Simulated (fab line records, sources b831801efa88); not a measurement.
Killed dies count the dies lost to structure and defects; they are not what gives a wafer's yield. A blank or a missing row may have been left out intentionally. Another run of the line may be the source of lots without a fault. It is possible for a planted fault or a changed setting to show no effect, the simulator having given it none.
Code-filled problem report in 8D (eight disciplines) form    flow sky130    the parts of the form that need people (team, actions taken, sign-off) are left out

## 1. WHAT IS WRONG
Wafers without a fault read 1200 W, standard deviation 3.4; bias-w at SKY_VIA2_ETCH_15 reads a mean of 1639 W on 9 wafers belonging to 3 lots. That is +99 or more standard deviations from the usual mean.
The step: etches SiO2 in C4F8/O2/Ar, stops on TiN, target depth 546 nm, time 84 s.
First observed at day 38 00:41: wafer L449.1, on rie-diel-03. The record holds 21 wafers of 7 lots with a number at this step. Rule for "out", or "out of limits": more than 4 standard deviations from the usual mean. The rest of the wafers with a number are treated as sound.

## 2. WHAT IT IS, AND WHAT IT ISN'T
question                     is                      is not
which readings at this step  bias-w                  chamber-pressure-mTorr
which lots                   L449, L452, L453        L448, L458, L459, L467
which wafers of those lots   all that have a number  -
read on which tools          rie-diel-03             rie-diel-01, rie-diel-02
when                         from day 38 00:41       up to then (3 sound wafers); but 9 sound wafers of L458, L459, L467 came after

## 3. THE SUSPECTS, EACH WITH WHAT RULES IT OUT
Counting: a tool stays on the suspect list if, at a process step up to the reading, it processed all lots that are out and no sound lot following the first of them.
- rie-diel-03 at SKY_VIA2_ETCH_14 (etches BARC in N2/H2, stops on SiO2, time 45.9 s, target depth 60 nm): kept. It ran every lot that is out, first L449 (day 38 00:38), and no sound lot after that; its last sound lot up to then is L448 (day 36 18:47).
- rie-diel-03 at SKY_VIA2_ETCH_15 (etches SiO2 in C4F8/O2/Ar, stops on TiN, target depth 546 nm, time 84 s): kept. It ran every lot that is out, first L449 (day 38 00:41), and no sound lot after that; its last sound lot up to then is L448 (day 36 18:50). On those wafers its own readings are out: bias-w.
After counting, rie-diel-03 at SKY_VIA2_ETCH_14 and rie-diel-03 at SKY_VIA2_ETCH_15 remain.

## 4. THE CAUSE (what the simulator had put in)
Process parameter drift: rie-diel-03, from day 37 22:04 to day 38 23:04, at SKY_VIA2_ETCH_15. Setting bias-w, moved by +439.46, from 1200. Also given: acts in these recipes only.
Of the 2 suspects that counting leaves, this tool is one.

## 5. THE CHAIN OF EFFECTS, in route order
Rows list readings where the struck wafers' mean (over those with a number) sits beyond 3 standard deviations from the usual. Only readings for which the record gives a usual standard deviation are gone through. hours: the time from each lot's start at the first step in this table that gives one to its start at this step, as a median over the lots. sigmas: the change in usual standard deviations.
hours  step              reading  usual   on struck wafers  change  sigmas
0      SKY_VIA2_ETCH_15  bias-w   1200 W  1639              +439    +99 or more
Its process steps:
- SKY_VIA2_ETCH_15: etches SiO2 in C4F8/O2/Ar, stops on TiN, target depth 546 nm, time 84 s.

## 6. HOW IT WOULD HAVE BEEN CAUGHT EARLIER
3 hours passed between the start of the fault at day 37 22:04 and the first reading out of limits in this record, taken at day 38 00:41.
